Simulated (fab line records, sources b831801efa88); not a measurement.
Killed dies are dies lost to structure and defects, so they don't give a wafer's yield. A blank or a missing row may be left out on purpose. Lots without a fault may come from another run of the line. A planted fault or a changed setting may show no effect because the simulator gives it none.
Which tool did it? | flow gf180mcu | 7 lots, 21 wafers sampled, at 3 steps of a route of 602

WHAT THE GAUGES READ, wafer by wafer
GF_TOP_METAL_THK_MEAS_06: measures by xrf.
lot  | measured     | on            | TOP_METAL_ALCU_THK (nm)
L666 | day 27 11:50 | film_metro-04 | 933 935 925
L668 | day 28 03:04 | film_metro-03 | 914 906 901
L675 | day 30 08:41 | film_metro-02 | 935 937 919
L679 | day 31 20:55 | film_metro-03 | 946 925 943
L683 | day 32 16:06 | film_metro-02 | 925 940 946
L685 | day 32 22:34 | film_metro-03 | 912 924 915
L687 | day 33 13:17 | film_metro-03 | 915 910 910

WHICH TOOL RAN EACH LOT (tool, then ch and the chambers of the sampled wafers, then the start)
lot  | GF_V2_ETCH_17                      | GF_V5_CMP_04
L666 | rie_diel-03 ch 1,2,3, day 20 13:00 | cmp-02 ch 0,2,3, day 26 13:11
L668 | rie_diel-04 ch 0,1,2, day 21 07:00 | cmp-01 ch 0,1,2, day 27 05:17
L675 | rie_diel-04 ch 1,2,3, day 24 00:00 | cmp-02 ch 0,3, day 29 12:02
L679 | rie_diel-03 ch 0,1, day 25 16:00   | cmp-01 ch 2,3, day 30 22:34
L683 | rie_diel-03 ch 1,2,3, day 26 17:00 | cmp-02 ch 0,3, day 31 21:28
L685 | rie_diel-04 ch 1,2, day 27 04:00   | cmp-01 ch 0,1, day 32 03:43
L687 | rie_diel-04 ch 1,2, day 27 22:00   | cmp-01 ch 1,3, day 32 19:02
- GF_V2_ETCH_17: etches SiO2 in C4F8/O2/Ar, stops on TiN, target depth 630 nm.
- GF_V5_CMP_04: polishes SiO2.

THE ANSWER, worked out from the rows above alone
Rule: what is usual is taken from the lots themselves. Put in order of their means at a reading, lots are off if they are a third of the lots or fewer, leave a main group of 4 or more, and stand apart from it by a gap of 3 or more times the standard deviation of the main group's means; of several such gaps the widest counts. A main group whose means are all the same, to the digits that the tables above print for the reading, isn't used. A lot without any number at a reading at which 4 lots or more have one is off too. The other lots that the step has rows for count as sound.
No lot is off at any reading shown: from this, nothing can be told.

WHAT THE SIMULATOR HAD PUT IN
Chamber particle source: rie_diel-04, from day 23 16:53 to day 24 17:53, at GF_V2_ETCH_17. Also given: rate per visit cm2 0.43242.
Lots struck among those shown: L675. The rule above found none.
